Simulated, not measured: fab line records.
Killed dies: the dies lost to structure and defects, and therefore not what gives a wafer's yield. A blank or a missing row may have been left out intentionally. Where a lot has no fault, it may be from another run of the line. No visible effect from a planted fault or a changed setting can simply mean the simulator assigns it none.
What tool caused it? + flow gf180mcu + Sampling: 7 lots, 21 wafers, 4 of 602 route steps

== WHAT THE GAUGES READ, wafer by wafer ==
GF_TOP_METAL_THK_MEAS_06: measures by xrf.
| lot  | measured     | on            | TOP_METAL_ALCU_THK (nm) |
|------|--------------|---------------|-------------------------|
| L364 | day 27 02:50 | film metro-01 | 913 911 918             |
| L369 | day 29 00:32 | film metro-01 | 916 895 902             |
| L372 | day 30 06:11 | film metro-02 | 890 890 901             |
| L377 | day 31 14:57 | film metro-04 | 900 900 895             |
| L381 | day 32 16:02 | film metro-01 | 907 904 910             |
| L383 | day 33 04:21 | film metro-01 | 907 901 899             |
| L384 | day 33 11:19 | film metro-02 | 896 891 896             |

== TOOL THAT RAN EACH LOT (tool first, then ch and the chambers of the sampled wafers, then the start) ==
| lot  | GF_CONTACT_CVD_00              | GF_V5_CMP_04                  | GF_TOP_METAL_SPUTTER_02      |
|------|--------------------------------|-------------------------------|------------------------------|
| L364 | hdpcvd-01 ch 1,2, day 15 00:29 | cmp-01 ch 1,2,3, day 26 03:47 | pvd sputter-01, day 27 02:37 |
| L369 | hdpcvd-01 ch 1,2, day 17 01:02 | cmp-02 ch 1,3, day 28 02:53   | pvd sputter-03, day 29 00:19 |
| L372 | hdpcvd-01 ch 0,1, day 18 17:04 | cmp-01 ch 0,1,3, day 29 09:35 | pvd sputter-02, day 30 05:58 |
| L377 | hdpcvd-02 ch 0,1, day 20 14:04 | cmp-02 ch 0,2,3, day 30 20:17 | pvd sputter-01, day 31 14:44 |
| L381 | hdpcvd-02 ch 0,2, day 22 00:08 | cmp-02 ch 0,2,3, day 31 20:39 | pvd sputter-01, day 32 15:49 |
| L383 | hdpcvd-01 ch 0,1, day 22 15:08 | cmp-01 ch 1,3, day 32 09:52   | pvd sputter-01, day 33 04:08 |
| L384 | hdpcvd-01 ch 0,1, day 23 01:25 | cmp-01 ch 0,2,3, day 32 17:08 | pvd sputter-01, day 33 11:05 |
- GF_CONTACT_CVD_00: deposits SiO2, target thk 300 nm, time 50 s.
- GF_V5_CMP_04: polishes SiO2.
- GF_TOP_METAL_SPUTTER_02: material AlCu, target thk 900 nm, time 47.82 s.

== THE ANSWER, worked out from the rows above alone ==
Rule: usual is defined by the lots themselves. Put in order of their means at a reading, lots are off if they are a third of the lots or fewer, leave a main group of 4 or more, and stand apart from it by a gap of 3 or more times the standard deviation of the main group's means; of several such gaps the widest counts. A main group whose means are all the same, to the digits that the tables above print for the reading, isn't used. Also off: a lot with no number at a reading for which 4 or more lots have one. Where the step has rows for the other lots, those lots are counted as sound.
None of the lots is off at any reading shown; this tells nothing.

== WHAT THE SIMULATOR PUT IN ==
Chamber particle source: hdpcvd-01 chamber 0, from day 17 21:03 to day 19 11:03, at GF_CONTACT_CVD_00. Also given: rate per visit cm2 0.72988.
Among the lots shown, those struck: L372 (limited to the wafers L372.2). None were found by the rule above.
